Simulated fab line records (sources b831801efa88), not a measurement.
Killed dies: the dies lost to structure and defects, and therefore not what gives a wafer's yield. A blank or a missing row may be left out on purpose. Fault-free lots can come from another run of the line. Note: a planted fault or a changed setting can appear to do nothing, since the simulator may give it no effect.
fab line records + flow sky130
[record]
- lots = 11
- wafers = 33
- last-day = 50
route steps=708 shown LOCAL_INTERCONNECT@389 CONTACT@406 CAPM@544 PAD_OPEN@708
lots that met no fault: from a run of the same line without faults
start-h: hours from the record's opening day to when the first of the lot's shown wafers began + wait-h: hours since the lot's step before + " the same as in the row above + L1.1+2: several wafers, shown together as one row + - no value, or no start was given + * or withheld: withheld + < > ~ a bound
route shown NAME@n: NAME is a module with steps in the file, n the number in the route of the first one + usual: mean/standard deviation taken from wafers without a fault + same: alike in all rows + chamber/n: place in a boat + sites: each site's reading + _std_site: how widely they spread, as a standard deviation + _edge_site: inner sites' mean taken away from outer sites' mean + radius-mm: for every site, how far away it sits from the centre of the wafer + mask NAME#n: copy n + behind: the last tool/chamber to shape the wafer + hold: why the lot went on hold/how many hours it stayed there/how the hold came to an end + device: which transistor (n, p or np) failed to switch + end of line: tests of these same wafers at the route's end + where a step has no rows: the recipe by itself + killed: count of dies lost to structure and defects at first sort (not the wafer's yield) + map: dies across one wafer; x = killed, . = not, _ = none there
set.NAME: the setting that was run; set.NAME@STEP: the one run at that earlier step + model.NAME: the simulator's own value behind a step, which no gauge read
the route's steps for a sample of lots (tables are steps, rows are wafers)
services: when a tool's chamber went out of use (start-h, in hours from the record's first day, below 0 if earlier), for how many hours, and the reason
[[steps]]
[step SKY_LOCAL_INTERCONNECT_THK_MEAS_02]
[recipe]
- thk-meas-gauge = xrf
- reads = TiN_of_LOCAL_INTERCONNECT_SPUTTER_00
[usual]
- LOCAL_INTERCONNECT_TIN_THK = 99.2/1.3
| lot.wafer | tool          | chamber | start-h | wait-h | LOCAL_INTERCONNECT_TIN_THK[nm] |
|-----------|---------------|---------|---------|--------|--------------------------------|
| L384.1    | film-metro-03 | -       | 682.41  | 0.1    | 100.4                          |
| L384.3    | "             | -       | "       | "      | 100.3                          |
| L384.5    | "             | -       | "       | "      | 100.0                          |
| L386.4    | film-metro-02 | -       | 689.19  | 0.1    | 98.5                           |
| L386.5    | "             | -       | "       | "      | 99.0                           |
| L386.6    | "             | -       | "       | "      | 99.5                           |
| L387.2    | film-metro-02 | -       | 708.37  | 0.1    | 100.8                          |
| L387.3    | "             | -       | "       | "      | 100.9                          |
| L387.4    | "             | -       | "       | "      | 100.9                          |
| L391.2    | film-metro-02 | -       | 739.72  | 0.1    | 99.4                           |
| L391.3    | "             | -       | "       | "      | 100.3                          |
| L391.5    | "             | -       | "       | "      | 99.4                           |
| L393.1    | film-metro-03 | -       | 757.32  | 0.1    | 99.1                           |
| L393.5    | "             | -       | "       | "      | 99.6                           |
| L393.6    | "             | -       | "       | "      | 99.7                           |
| L395.2    | film-metro-04 | -       | 762.98  | 0.1    | 98.6                           |
| L395.3    | "             | -       | "       | "      | 98.0                           |
| L395.6    | "             | -       | "       | "      | 98.9                           |
| L396.1    | film-metro-04 | -       | 767.17  | 0.1    | 100.5                          |
| L396.3    | "             | -       | "       | "      | 100.5                          |
| L396.5    | "             | -       | "       | "      | 100.2                          |
| L397.1    | film-metro-02 | -       | 775.36  | 0.1    | 99.5                           |
| L397.3    | "             | -       | "       | "      | 97.6                           |
| L397.6    | "             | -       | "       | "      | 97.7                           |
| L398.1    | film-metro-04 | -       | 785.64  | 0.1    | 98.6                           |
| L398.4    | "             | -       | "       | "      | 97.4                           |
| L398.6    | "             | -       | "       | "      | 98.2                           |
| L405.2    | film-metro-04 | -       | 839.19  | 0.1    | 97.2                           |
| L405.3    | "             | -       | "       | "      | 99.0                           |
| L405.5    | "             | -       | "       | "      | 97.3                           |
| L406.1    | film-metro-02 | -       | 839.82  | 0.1    | 97.5                           |
| L406.3    | "             | -       | "       | "      | 99.9                           |
| L406.5    | "             | -       | "       | "      | 99.5                           |
[step SKY_CONTACT_CVD_00]
[recipe]
- material = Si3N4
- target-thk-nm = 75
- temp-c = 400
- time-s = withheld
- rf-w = 450
[usual]
- heater-power-w = 687/76
| lot.wafer | tool     | chamber | start-h | wait-h | heater-power-w |
|-----------|----------|---------|---------|--------|----------------|
| L384.1    | pecvd-03 | 1       | 710.18  | 0.0    | 651            |
| L384.3    | "        | 0       | "       | "      | 694            |
| L384.5    | "        | 1       | "       | "      | 663            |
| L386.4    | pecvd-02 | 0       | 718.42  | 0.0    | 661            |
| L386.5    | "        | 1       | "       | "      | 786            |
| L386.6    | "        | 0       | "       | "      | 645            |
| L387.2    | pecvd-01 | 1       | 737.60  | 0.0    | 695            |
| L387.3    | "        | 2       | "       | "      | 665            |
| L387.4    | "        | 2       | "       | "      | 656            |
| L391.2    | pecvd-01 | 2       | 767.30  | 0.0    | 663            |
| L391.3    | "        | 0       | "       | "      | 669            |
| L391.5    | "        | 1       | "       | "      | 656            |
| L393.1    | pecvd-01 | 0       | 785.27  | 0.0    | 649            |
| L393.5    | "        | 0       | "       | "      | 636            |
| L393.6    | "        | 2       | "       | "      | 547            |
| L395.2    | pecvd-02 | 2       | 790.49  | 0.0    | 634            |
| L395.3    | "        | 1       | "       | "      | 755            |
| L395.6    | "        | 0       | "       | "      | 728            |
| L396.1    | pecvd-01 | 0       | 794.28  | 0.0    | 744            |
| L396.3    | "        | 1       | "       | "      | 690            |
| L396.5    | "        | 2       | "       | "      | 574            |
| L397.1    | pecvd-02 | 2       | 802.85  | 0.0    | 597            |
| L397.3    | "        | 0       | "       | "      | 740            |
| L397.6    | "        | 0       | "       | "      | 726            |
| L398.1    | pecvd-01 | 1       | 812.32  | 0.0    | 591            |
| L398.4    | "        | 0       | "       | "      | 763            |
| L398.6    | "        | 2       | "       | "      | 687            |
| L405.2    | pecvd-01 | 2       | 866.09  | 0.0    | 624            |
| L405.3    | "        | 1       | "       | "      | 590            |
| L405.5    | "        | 2       | "       | "      | 621            |
| L406.1    | pecvd-02 | 2       | 866.63  | 0.0    | 590            |
| L406.3    | "        | 1       | "       | "      | 799            |
| L406.5    | "        | 2       | "       | "      | 589            |
[step SKY_CONTACT_CD_MEAS_14]
[recipe]
- target-cd-nm = 170
[usual]
- cd-nm = 169.9/1
| lot.wafer | tool      | chamber | start-h | wait-h | cd-nm |
|-----------|-----------|---------|---------|--------|-------|
| L384.1    | cd-sem-01 | -       | 738.42  | -      | 171.0 |
| L384.3    | "         | -       | "       | "      | 169.8 |
| L384.5    | "         | -       | "       | "      | 171.1 |
| L386.4    | cd-sem-01 | -       | 746.67  | -      | 169.2 |
| L386.5    | "         | -       | "       | "      | 168.9 |
| L386.6    | "         | -       | "       | "      | 168.3 |
| L387.2    | cd-sem-02 | -       | 765.50  | -      | 170.1 |
| L387.3    | "         | -       | "       | "      | 169.3 |
| L387.4    | "         | -       | "       | "      | 168.6 |
| L391.2    | cd-sem-02 | -       | 795.14  | -      | 170.6 |
| L391.3    | "         | -       | "       | "      | 169.2 |
| L391.5    | "         | -       | "       | "      | 170.9 |
| L393.1    | cd-sem-01 | -       | 812.11  | -      | 167.8 |
| L393.5    | "         | -       | "       | "      | 167.7 |
| L393.6    | "         | -       | "       | "      | 167.6 |
| L395.2    | cd-sem-01 | -       | 817.08  | -      | 169.1 |
| L395.3    | "         | -       | "       | "      | 169.0 |
| L395.6    | "         | -       | "       | "      | 169.1 |
| L396.1    | cd-sem-02 | -       | 820.88  | -      | 170.7 |
| L396.3    | "         | -       | "       | "      | 170.2 |
| L396.5    | "         | -       | "       | "      | 168.7 |
| L397.1    | cd-sem-01 | -       | 829.76  | -      | 167.8 |
| L397.3    | "         | -       | "       | "      | 169.7 |
| L397.6    | "         | -       | "       | "      | 169.4 |
| L398.1    | cd-sem-01 | -       | 838.77  | -      | 168.0 |
| L398.4    | "         | -       | "       | "      | 169.7 |
| L398.6    | "         | -       | "       | "      | 167.4 |
| L405.2    | cd-sem-02 | -       | 892.54  | -      | 169.4 |
| L405.3    | "         | -       | "       | "      | 169.5 |
| L405.5    | "         | -       | "       | "      | 168.4 |
| L406.1    | cd-sem-02 | -       | 893.48  | -      | 169.4 |
| L406.3    | "         | -       | "       | "      | 170.8 |
| L406.5    | "         | -       | "       | "      | 169.2 |
[step SKY_CAPM_COAT_07]
[recipe]
- resist = NOVOLAK
- spin-rpm = 3000
- resist-thk-nm = 1140
[usual]
- spin-speed-rpm = 3000.5/2.2
| lot.wafer | tool           | chamber | start-h | wait-h | spin-speed-rpm |
|-----------|----------------|---------|---------|--------|----------------|
| L384.1    | litho-track-04 | 0       | 866.62  | 0.1    | 3003.4         |
| L384.3    | "              | 0       | "       | "      | 3000.6         |
| L384.5    | "              | 0       | "       | "      | 3001.1         |
| L386.4    | litho-track-01 | 0       | 873.28  | 0.1    | 3004.9         |
| L386.5    | "              | 0       | "       | "      | 3001.2         |
| L386.6    | "              | 0       | "       | "      | 2999.7         |
| L387.2    | litho-track-03 | 0       | 891.76  | 0.1    | 2999.8         |
| L387.3    | "              | 0       | "       | "      | 3000.5         |
| L387.4    | "              | 0       | "       | "      | 3001.5         |
| L391.2    | litho-track-03 | 0       | 921.26  | 0.1    | 2997.5         |
| L391.3    | "              | 0       | "       | "      | 3002.3         |
| L391.5    | "              | 0       | "       | "      | 3002.1         |
| L393.1    | litho-track-01 | 0       | 936.06  | 0.1    | 3000.0         |
| L393.5    | "              | 0       | "       | "      | 3002.8         |
| L393.6    | "              | 0       | "       | "      | 3001.6         |
| L395.2    | litho-track-01 | 0       | 940.48  | 0.1    | 2910.6         |
| L395.3    | "              | 0       | "       | "      | 2912.3         |
| L395.6    | "              | 0       | "       | "      | 2914.1         |
| L396.1    | litho-track-01 | 0       | 943.31  | 0.1    | 2912.7         |
| L396.3    | "              | 0       | "       | "      | 2910.9         |
| L396.5    | "              | 0       | "       | "      | 2911.4         |
| L397.1    | litho-track-01 | 0       | 951.16  | 0.1    | 2913.1         |
| L397.3    | "              | 0       | "       | "      | 2912.1         |
| L397.6    | "              | 0       | "       | "      | 2911.2         |
| L398.1    | litho-track-04 | 0       | 960.67  | 0.1    | 3002.4         |
| L398.4    | "              | 0       | "       | "      | 3001.9         |
| L398.6    | "              | 0       | "       | "      | 3003.0         |
| L405.2    | litho-track-03 | 0       | 1009.26 | 0.1    | 3004.0         |
| L405.3    | "              | 0       | "       | "      | 2999.2         |
| L405.5    | "              | 0       | "       | "      | 3003.6         |
| L406.1    | litho-track-03 | 0       | 1010.43 | 0.1    | 2999.0         |
| L406.3    | "              | 0       | "       | "      | 2997.6         |
| L406.5    | "              | 0       | "       | "      | 3000.8         |
[step SKY_CAPM_STRIP_14]
[recipe]
- chemistry = O2/N2
- power-w = 1400
- pressure-mtorr = 1500
- platen-temp-c = withheld
- o2-flow-sccm = 3000
- n2-flow-sccm = 300
- overash-fraction = 0.5
[usual]
- chamber-pressure-mTorr = 1500.0/1.3
- drypump-motor-current-A = 6.1/0.52
- oes-product-au = 0.710/0.0042
- strip-time-to-endpoint-s = 12.66/0.052
| lot.wafer | tool            | chamber | start-h | wait-h | chamber-pressure-mTorr | drypump-motor-current-A | oes-product-au | rf-hours-counter-h | strip-time-to-endpoint-s |
|-----------|-----------------|---------|---------|--------|------------------------|-------------------------|----------------|--------------------|--------------------------|
| L384.1    | plasma-asher-04 | 1       | 879.92  | 0.1    | 1499.4                 | 6.6                     | 0.719          | 42                 | 12.63                    |
| L384.3    | "               | 0       | "       | "      | 1500.3                 | 6.4                     | 0.715          | -                  | 12.63                    |
| L384.5    | "               | 0       | "       | "      | 1497.2                 | 6.4                     | 0.714          | -                  | 12.63                    |
| L386.4    | plasma-asher-04 | 1       | 886.93  | 0.1    | 1502.7                 | 6.6                     | 0.712          | -                  | 12.61                    |
| L386.5    | "               | 1       | "       | "      | 1501.3                 | 6.6                     | 0.707          | -                  | 12.63                    |
| L386.6    | "               | 0       | "       | "      | 1499.0                 | 6.4                     | 0.708          | -                  | 12.60                    |
| L387.2    | plasma-asher-03 | 1       | 905.09  | 0.1    | 1499.6                 | 6.2                     | 0.711          | 78                 | 12.59                    |
| L387.3    | "               | 0       | "       | "      | 1499.4                 | 6.1                     | 0.712          | -                  | 12.61                    |
| L387.4    | "               | 1       | "       | "      | 1498.8                 | 6.2                     | 0.711          | -                  | 12.58                    |
| L391.2    | plasma-asher-03 | 1       | 933.29  | 0.1    | 1501.9                 | 6.2                     | 0.707          | 82                 | 12.68                    |
| L391.3    | "               | 0       | "       | "      | 1498.3                 | 6.1                     | 0.705          | -                  | 12.71                    |
| L391.5    | "               | 0       | "       | "      | 1499.3                 | 6.1                     | 0.709          | -                  | 12.67                    |
| L393.1    | plasma-asher-04 | 1       | 948.92  | 0.1    | 1501.5                 | 6.6                     | 0.714          | 49                 | 12.59                    |
| L393.5    | "               | 0       | "       | "      | 1500.8                 | 6.4                     | 0.713          | -                  | 12.59                    |
| L393.6    | "               | 1       | "       | "      | 1500.4                 | 6.6                     | 0.717          | -                  | 12.60                    |
| L395.2    | plasma-asher-04 | 0       | 952.39  | 0.1    | 1501.2                 | 6.4                     | 0.712          | 50                 | 12.83                    |
| L395.3    | "               | 0       | "       | "      | 1500.0                 | 6.4                     | 0.716          | -                  | 12.83                    |
| L395.6    | "               | 0       | "       | "      | 1501.7                 | 6.4                     | 0.710          | -                  | 12.83                    |
| L396.1    | plasma-asher-02 | 0       | 956.12  | 0.1    | 1500.8                 | 5.0                     | 0.704          | 117                | 12.82                    |
| L396.3    | "               | 1       | "       | "      | 1500.2                 | 5.6                     | 0.711          | -                  | 12.77                    |
| L396.5    | "               | 1       | "       | "      | 1502.0                 | 5.6                     | 0.713          | -                  | 12.80                    |
| L397.1    | plasma-asher-03 | 0       | 963.89  | 0.1    | 1502.4                 | 6.0                     | 0.711          | 84                 | 12.82                    |
| L397.3    | "               | 0       | "       | "      | 1501.5                 | 6.0                     | 0.707          | -                  | 12.81                    |
| L397.6    | "               | 1       | "       | "      | 1500.7                 | 6.2                     | 0.706          | -                  | 12.79                    |
| L398.1    | plasma-asher-02 | 1       | 973.54  | 0.1    | 1499.6                 | 5.6                     | 0.710          | 119                | 12.69                    |
| L398.4    | "               | 1       | "       | "      | 1501.2                 | 5.6                     | 0.716          | -                  | 12.67                    |
| L398.6    | "               | 0       | "       | "      | 1499.0                 | 5.0                     | 0.713          | -                  | 12.64                    |
| L405.2    | plasma-asher-04 | 1       | 1021.49 | 0.1    | 1501.1                 | 6.6                     | 0.707          | 57                 | 12.63                    |
| L405.3    | "               | 0       | "       | "      | 1500.1                 | 6.4                     | 0.707          | -                  | 12.60                    |
| L405.5    | "               | 0       | "       | "      | 1500.8                 | 6.4                     | 0.712          | -                  | 12.65                    |
| L406.1    | plasma-asher-02 | 0       | 1023.01 | 0.1    | 1499.1                 | 5.0                     | 0.710          | 123                | 12.65                    |
| L406.3    | "               | 0       | "       | "      | 1498.8                 | 5.0                     | 0.708          | -                  | 12.68                    |
| L406.5    | "               | 1       | "       | "      | 1500.2                 | 5.6                     | 0.703          | -                  | 12.68                    |
[step SKY_PAD_OPEN_PROBE_99]
[usual]
- defect-limited-yield = 82.5/1.9
- killed_at_M0_to_M3 = 43/7.2
- killed_at_M4_up = 3.3/2
- killed-at-contacts = 25/5.8
- killed-at-front-end = 15/4.5
- killed-at-other = 0.3/0.62
- killed-dies = 86/9.4
- killed-open = 47/7.1
- killed-short = 39/6
- sort_bin_3_pad_short = 0.9/0.4
- sort_bin_5_function = 10.4/1.4
- sort_bin_6_memory = 6.2/1.1
- sort_bin_8_speed = 0.7/1.4
- sort-n-pass = 402/11
- sort-yield-pct = 81.7/2.2
[same]
- gross-dies = 492
- killed-at-back-side = 0
- sort_bin_4_leakage[%] = 0
| lot.wafer | tool      | chamber | start-h | wait-h | defect-limited-yield[%] | killed_at_M0_to_M3 | killed_at_M4_up | killed-at-contacts | killed-at-front-end | killed-at-other | killed-dies | killed-open | killed-short | sort_bin_3_pad_short[%] | sort_bin_5_function[%] | sort_bin_6_memory[%] | sort_bin_8_speed[%] | sort-n-pass | sort-yield-pct[%] |
|-----------|-----------|---------|---------|--------|-------------------------|--------------------|-----------------|--------------------|---------------------|-----------------|-------------|-------------|--------------|-------------------------|------------------------|----------------------|---------------------|-------------|-------------------|
| L387.2    | prober-02 | -       | 1101.31 | 0.1    | 78.3                    | 49                 | 3               | 35                 | 19                  | 1               | 107         | 57          | 48           | 0.6                     | 12.2                   | 8.9                  | 0                   | 385         | 78.3              |
| L387.3    | prober-02 | -       | 1101.36 | 0.2    | 80.5                    | 43                 | 2               | 31                 | 20                  | 0               | 96          | 52          | 44           | 1.0                     | 12.2                   | 6.3                  | 0                   | 396         | 80.5              |
| L387.4    | prober-02 | -       | 1101.41 | 0.2    | 79.3                    | 51                 | 4               | 27                 | 19                  | 1               | 102         | 56          | 44           | 1.0                     | 13.0                   | 6.7                  | 0                   | 390         | 79.3              |
| L391.2    | prober-02 | -       | 1122.80 | 0.1    | 81.3                    | 33                 | 5               | 38                 | 15                  | 1               | 92          | 55          | 36           | 1.0                     | 10.4                   | 7.3                  | 0.8                 | 396         | 80.5              |
| L391.3    | prober-02 | -       | 1122.85 | 0.2    | 83.1                    | 39                 | 4               | 22                 | 18                  | 0               | 83          | 47          | 36           | 1.4                     | 7.9                    | 7.5                  | 0.6                 | 406         | 82.5              |
| L391.5    | prober-02 | -       | 1122.95 | 0.2    | 80.9                    | 41                 | 5               | 30                 | 17                  | 1               | 94          | 51          | 43           | 1.0                     | 12.4                   | 5.7                  | 0.2                 | 397         | 80.7              |
| L395.2    | prober-02 | -       | 1139.44 | 0.1    | 80.9                    | 40                 | 7               | 32                 | 15                  | 0               | 94          | 51          | 43           | 0.8                     | 9.1                    | 9.1                  | 0                   | 398         | 80.9              |
| L395.3    | prober-02 | -       | 1139.49 | 0.2    | 83.5                    | 42                 | 1               | 23                 | 15                  | 0               | 81          | 46          | 35           | 0.8                     | 10.8                   | 4.9                  | 0.4                 | 409         | 83.1              |
| L395.6    | prober-02 | -       | 1139.64 | 0.2    | 82.9                    | 47                 | 3               | 25                 | 9                   | 0               | 84          | 51          | 33           | 1.0                     | 11.6                   | 4.5                  | 0                   | 408         | 82.9              |
| L396.1    | prober-01 | -       | 1140.07 | 0.1    | 82.7                    | 43                 | 6               | 20                 | 16                  | 0               | 85          | 46          | 39           | 0.6                     | 10.8                   | 5.9                  | 0.2                 | 406         | 82.5              |
| L396.3    | prober-01 | -       | 1140.17 | 0.2    | 83.3                    | 36                 | 4               | 22                 | 20                  | 0               | 82          | 46          | 36           | 0.8                     | 10.2                   | 5.7                  | 1.6                 | 402         | 81.7              |
| L396.5    | prober-01 | -       | 1140.27 | 0.2    | 85.2                    | 33                 | 2               | 20                 | 17                  | 1               | 73          | 44          | 29           | 0                       | 8.7                    | 6.1                  | 0.8                 | 415         | 84.3              |
| L397.1    | prober-02 | -       | 1147.66 | 0.1    | 85.0                    | 37                 | 3               | 26                 | 8                   | 0               | 74          | 46          | 28           | 0.4                     | 8.9                    | 5.7                  | 1.2                 | 412         | 83.7              |
| L397.3    | prober-02 | -       | 1147.76 | 0.2    | 82.3                    | 43                 | 2               | 29                 | 13                  | 0               | 87          | 48          | 39           | 0.8                     | 8.5                    | 8.3                  | 0.8                 | 401         | 81.5              |
| L397.6    | prober-02 | -       | 1147.91 | 0.2    | 83.9                    | 40                 | 2               | 19                 | 17                  | 1               | 79          | 42          | 37           | 1.4                     | 10.8                   | 3.9                  | 1.0                 | 408         | 82.9              |
// killed by level:class
L387.2 CONTACT:geometric-particle:open=14 LI_CONTACT:geometric-particle:open=9 METAL2:geometric-particle:short=9 VIA1:geometric-particle:open=8 METAL1:geometric-particle:short=7 POLY_GATE:geometric-particle:open=6 VIA2:geometric-particle:open=6 POLY_GATE:geometric-particle:short=5
L387.3 CONTACT:geometric-particle:open=16 POLY_GATE:geometric-particle:short=7 VIA3:geometric-particle:open=7 VIA1:geometric-particle:open=7 FIELD_ISO:geometric-particle:open=6 LI_CONTACT:geometric-particle:open=6 VIA1:geometric-particle:short=6 VIA2:geometric-particle:open=5
L387.4 VIA1:geometric-particle:open=11 CONTACT:geometric-particle:open=11 METAL1:geometric-particle:short=9 VIA2:geometric-particle:open=9 LI_CONTACT:geometric-particle:open=6 VIA1:geometric-particle:short=6 VIA3:geometric-particle:open=5 FIELD_ISO:geometric-particle:open=4
L391.2 CONTACT:geometric-particle:open=16 LI_CONTACT:geometric-particle:open=9 VIA1:geometric-particle:open=8 METAL1:geometric-particle:short=6 VIA3:geometric-particle:open=6 SPACER:geometric-particle:open=4 LI_CONTACT:geometric-particle:short=4 CONTACT:geometric-particle:short=4
L391.3 VIA1:geometric-particle:open=9 LI_CONTACT:geometric-particle:open=8 VIA3:geometric-particle:open=8 CONTACT:geometric-particle:open=6 FIELD_ISO:geometric-particle:short=5 POLY_GATE:geometric-particle:short=4 LOCAL_INTERCONNECT:geometric-particle:short=4 METAL1:geometric-particle:short=4
L391.5 CONTACT:geometric-particle:open=11 LI_CONTACT:geometric-particle:open=8 VIA1:geometric-particle:open=7 POLY_GATE:geometric-particle:open=6 VIA3:geometric-particle:open=6 METAL1:geometric-particle:short=6 LOCAL_INTERCONNECT:geometric-particle:short=5 METAL2:geometric-particle:short=5
L395.2 CONTACT:geometric-particle:open=13 VIA1:geometric-particle:open=10 VIA3:geometric-particle:open=8 LI_CONTACT:geometric-particle:open=6 METAL1:geometric-particle:short=6 FIELD_ISO:geometric-particle:open=5 CONTACT:geometric-particle:short=5 METAL2:geometric-particle:short=5
L395.3 CONTACT:geometric-particle:open=13 VIA3:geometric-particle:open=8 CONTACT:geometric-particle:short=7 VIA1:geometric-particle:short=7 VIA1:geometric-particle:open=7 VIA2:geometric-particle:open=6 FIELD_ISO:geometric-particle:short=5 POLY_GATE:geometric-particle:open=5
L395.6 VIA1:geometric-particle:open=17 CONTACT:geometric-particle:open=13 VIA1:geometric-particle:short=6 VIA3:geometric-particle:open=5 LOCAL_INTERCONNECT:geometric-particle:short=4 METAL1:geometric-particle:short=4 FIELD_ISO:geometric-particle:open=3 POLY_GATE:geometric-particle:short=3
L396.1 VIA1:geometric-particle:open=9 VIA1:geometric-particle:short=8 LI_CONTACT:geometric-particle:open=6 CONTACT:geometric-particle:short=6 METAL4:geometric-particle:short=6 CONTACT:geometric-particle:open=5 METAL1:geometric-particle:short=5 VIA2:geometric-particle:open=5
L396.3 CONTACT:geometric-particle:open=8 VIA1:geometric-particle:open=8 POLY_GATE:geometric-particle:short=7 POLY_GATE:geometric-particle:open=6 LI_CONTACT:geometric-particle:open=6 VIA2:geometric-particle:open=6 LOCAL_INTERCONNECT:geometric-particle:short=5 METAL1:geometric-particle:short=4
L396.5 VIA1:geometric-particle:open=12 CONTACT:geometric-particle:open=7 POLY_GATE:geometric-particle:open=6 LI_CONTACT:geometric-particle:open=6 VIA2:geometric-particle:open=5 VIA2:geometric-particle:short=4 FIELD_ISO:geometric-particle:short=3 FIELD_ISO:geometric-particle:open=3
L397.1 CONTACT:geometric-particle:open=9 VIA1:geometric-particle:open=9 VIA2:geometric-particle:open=8 CONTACT:geometric-particle:short=7 VIA3:geometric-particle:open=7 FIELD_ISO:geometric-particle:open=5 LI_CONTACT:geometric-particle:open=5 VIA1:geometric-particle:short=5
L397.3 CONTACT:geometric-particle:open=14 VIA1:geometric-particle:open=12 METAL2:geometric-particle:short=6 VIA1:geometric-particle:short=6 VIA2:geometric-particle:open=6 LI_CONTACT:geometric-particle:open=5 VIA3:geometric-particle:short=5 FIELD_ISO:geometric-particle:short=4
L397.6 FIELD_ISO:geometric-particle:short=9 CONTACT:geometric-particle:open=8 VIA1:geometric-particle:open=8 VIA2:geometric-particle:open=7 METAL2:geometric-particle:short=6 FIELD_ISO:geometric-particle:open=5 VIA1:geometric-particle:short=5 VIA3:geometric-particle:open=4
[[services]]
| tool            | chamber | start-h | hours | kind                      |
|-----------------|---------|---------|-------|---------------------------|
| pecvd-02        | -       | 687.89  | 6.0   | pm                        |
| plasma-asher-02 | -       | 691.22  | 5.7   | repair                    |
| pecvd-02        | 2       | 714.62  | 13.2  | repair                    |
| plasma-asher-04 | -       | 718.23  | 3.0   | repair                    |
| pecvd-01        | 0       | 725.15  | 3.5   | repair                    |
| pecvd-03        | 1       | 730.70  | 6.8   | repair                    |
| pecvd-02        | -       | 739.87  | 5.5   | pm                        |
| pecvd-02        | 1       | 754.81  | 5.5   | scheduled-down            |
| pecvd-03        | -       | 756.78  | 3.6   | repair                    |
| pecvd-03        | 1       | 770.32  | 11.6  | repair                    |
| pecvd-03        | -       | 784.78  | 12.0  | repair                    |
| plasma-asher-03 | -       | 820.70  | 5.4   | repair                    |
| plasma-asher-03 | -       | 831.67  | 6.7   | repair                    |
| pecvd-01        | -       | 837.67  | 1.6   | repair                    |
| pecvd-01        | 1       | 837.72  | 2.1   | scheduled-down            |
| litho-track-01  | -       | 840.63  | -     | consumable-replace:filter |
| plasma-asher-04 | -       | 846.56  | 14.6  | pm                        |
| pecvd-02        | -       | 853.79  | 2.8   | pm                        |
| pecvd-01        | 0       | 863.16  | 3.4   | repair                    |
| pecvd-01        | 2       | 936.47  | 5.5   | scheduled-down            |
| plasma-asher-03 | -       | 988.37  | 4.0   | repair                    |
| plasma-asher-02 | -       | 989.32  | 14.6  | pm                        |
| pecvd-02        | -       | 1014.79 | 2.6   | repair                    |
| pecvd-03        | -       | 1016.04 | 2.1   | repair                    |
[[key]]
[first-sign]
- step = SKY_CAPM_COAT_07
- reading = spin-speed-rpm
- direction = down
- sigmas = 40
- usual = 3000.5
- struck = 2912.0
[effect]
- step = SKY_CAPM_STRIP_14
- reading = strip-time-to-endpoint-s
- direction = up
- sigmas = 3
- usual = *
- struck = *
met-at SKY_CAPM_COAT_07
struck-lots L395,L396,L397
not-acting-at SKY_LOCAL_INTERCONNECT_THK_MEAS_02,SKY_CONTACT_CVD_00,SKY_CONTACT_CD_MEAS_14
onset-between 936.06 940.48
[fault]
- kind = process-parameter-drift
- tool = litho-track-01
- chamber = -
- onset-h = 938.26
- steps = SKY_CAPM_COAT_07
- channel = spin-rpm
- offset = -88.709
- shape = step
- end-h = 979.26
- acts-in = these-recipes-only
- stated = 3000
